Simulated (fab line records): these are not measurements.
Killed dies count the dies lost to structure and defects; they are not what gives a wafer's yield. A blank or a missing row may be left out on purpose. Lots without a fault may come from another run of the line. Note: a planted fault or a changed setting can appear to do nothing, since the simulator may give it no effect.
Matching of chambers ; flow sky130 ; SKY_VIA2_ETCH_15 on rie-diel-04: 4 sister chambers
The step etches SiO2 in C4F8/O2/Ar, stops on TiN, target depth 546 nm, time 84 s. 22 wafers are shown with their chamber, then 11 later ones without.

WAFERS PAIRED WITH THEIR CHAMBERS
wafer;chamber;oes-product-au (a.u.)
L074.2;3;0.943
L074.4;0;0.941
L074.5;1;0.938
L075.2;3;0.938
L075.5;0;0.937
L075.6;1;0.936
L078.1;0;0.946
L078.2;3;0.940
L078.6;3;0.947
L080.1;3;0.947
L080.2;2;0.944
L080.5;0;0.937
L083.1;0;0.940
L083.3;2;0.942
L083.4;1;0.942
L084.4;1;0.940
L084.5;2;0.939
L084.6;3;0.933
L086.2;1;0.945
L086.3;3;0.939
L086.5;0;0.937
L088.2;1;0.935

SIGNATURES, as means of the wafers listed above
reading;chamber 0;chamber 1;chamber 2;chamber 3;scatter within a chamber
oes-product-au;0.93967;0.93933;0.94167;0.94100;0.00409
Rule: a wafer lies at a distance from a chamber equal to the root of the sum of squares, over the readings, of (its reading less the chamber's mean, divided by the reading's scatter). If the next closest chamber is less than 2 further off than the closest, the wafer can't be placed; otherwise it belongs to the closest. The scatter is the square root of a quotient: the sum, over the shown wafers, of each reading's squared deviation from its chamber's mean, divided by wafers minus chambers.

WAFERS MISSING THEIR CHAMBER
wafer;oes-product-au (a.u.)
L088.5;0.947
L088.6;0.951
L090.4;0.941
L090.5;0.933
L090.6;0.934
L092.1;0.939
L092.5;0.946
L092.6;0.934
L097.1;0.946
L097.3;0.940
L097.4;0.944

WHICH CHAMBER EACH WENT THROUGH
wafer;from the rows above;in truth
L088.5;can't be placed: 2 or 3 or 0 or 1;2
L088.6;can't be placed: 2 or 3 or 0 or 1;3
L090.4;can't be placed: 3 or 2 or 0 or 1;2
L090.5;can't be placed: 1 or 0 or 3 or 2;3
L090.6;can't be placed: 1 or 0 or 3 or 2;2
L092.1;can't be placed: 1 or 0 or 3 or 2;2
L092.5;can't be placed: 2 or 3 or 0 or 1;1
L092.6;can't be placed: 1 or 0 or 3 or 2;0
L097.1;can't be placed: 2 or 3 or 0 or 1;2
L097.3;can't be placed: 0 or 1 or 3 or 2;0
L097.4;can't be placed: 2 or 3 or 0 or 1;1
Correct placement for 0 of the 11. Cannot be placed on the basis of these rows: 11; the candidates contain the true chamber in 11. Number placed wrongly: 0.
